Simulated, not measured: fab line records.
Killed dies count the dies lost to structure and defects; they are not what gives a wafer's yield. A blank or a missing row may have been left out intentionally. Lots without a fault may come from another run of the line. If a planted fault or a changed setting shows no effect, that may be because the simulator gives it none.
The same fault as seen by 2 desks	flow sfq-line	numbers are kept per desk, each desk with only its own; the story behind them comes last

== AT THE METROLOGY DESK ==
Lot by lot, what the gauges showed, no matter which tool ran the lot: averages of those sampled wafers that carry a number. The brackets show how far a lot's mean lies from the usual mean; more than 4 standard deviations puts the lot out of limits, marked OUT.
Columns: A = I6_BOW at SFQ_I6_BOW_MEAS_941, usual 7 um
lot	first seen here	A
L461	day 73 05:33	5
L462	day 73 10:19	7
L464	day 74 01:57	-1
L466	day 74 21:07	6
L467	day 75 13:56	14
L468	day 76 04:20	7
L469	day 76 06:37	-5
L470	day 76 09:33	4
L471	day 76 12:34	23
L473	day 80 22:46	-15
L476	day 81 20:22	-3
L482	day 83 23:11	7
L483	day 84 12:38	-3
L484	day 84 20:16	-6
Finding of this desk: none of the 14 lots has anything out of limits.

== TOOL OWNER'S DESK, cmp-01 ==
The tool's own readings at SFQ_TRILAYER_I4_CMP_CMP_100 (polishes SiO2): means of the sampled wafers that have a number, for each lot that ran on this tool. The brackets show how far a lot's mean lies from the usual mean; more than 4 standard deviations puts the lot out of limits, marked OUT.
Columns: A = head-pressure-psi at SFQ_TRILAYER_I4_CMP_CMP_100, usual 2.999 psi; B = motor-current-A at SFQ_TRILAYER_I4_CMP_CMP_100, usual 10.1 A; C = time-to-endpoint-s at SFQ_TRILAYER_I4_CMP_CMP_100, usual 216 s
lot	first seen here	A	B	C
L466	day 52 08:08	3.002	9.7	227
L468	day 58 15:38	3.000	10.4	219
L469	day 58 19:08	3.006	10.0	222
L470	day 59 00:38	2.997	9.9	220
L471	day 59 09:08	2.995	9.8	280 (+10) OUT
L476	day 60 19:22	3.000	10.0	284 (+11) OUT
L482	day 63 20:02	3.006	9.9	222
This desk's verdict: out of limits on L471, L476, starting with L471 at day 59 09:08 (time-to-endpoint-s at SFQ_TRILAYER_I4_CMP_CMP_100). L466, L468, L469, L470, L482: within limits.

== PUT TOGETHER ==
On L471, L476, at day 59 09:08, an alarm was possible from the tool owner's desk.
Nothing out of limits was seen by the metrology desk.
The metrology desk holds a record of L471, L476, inside its limits.
The lots listed all ran SFQ_TRILAYER_I4_CMP_CMP_100 on cmp-01.

== WHAT HAD BEEN PUT IN BY THE SIMULATOR ==
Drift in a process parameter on cmp-01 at SFQ_TRILAYER_I4_CMP_CMP_100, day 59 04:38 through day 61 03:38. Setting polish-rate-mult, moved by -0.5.
Struck lots among those shown: L471, L476.
Each desk's first reading out of limits, in hours after the fault started: the tool owner's desk, 4.
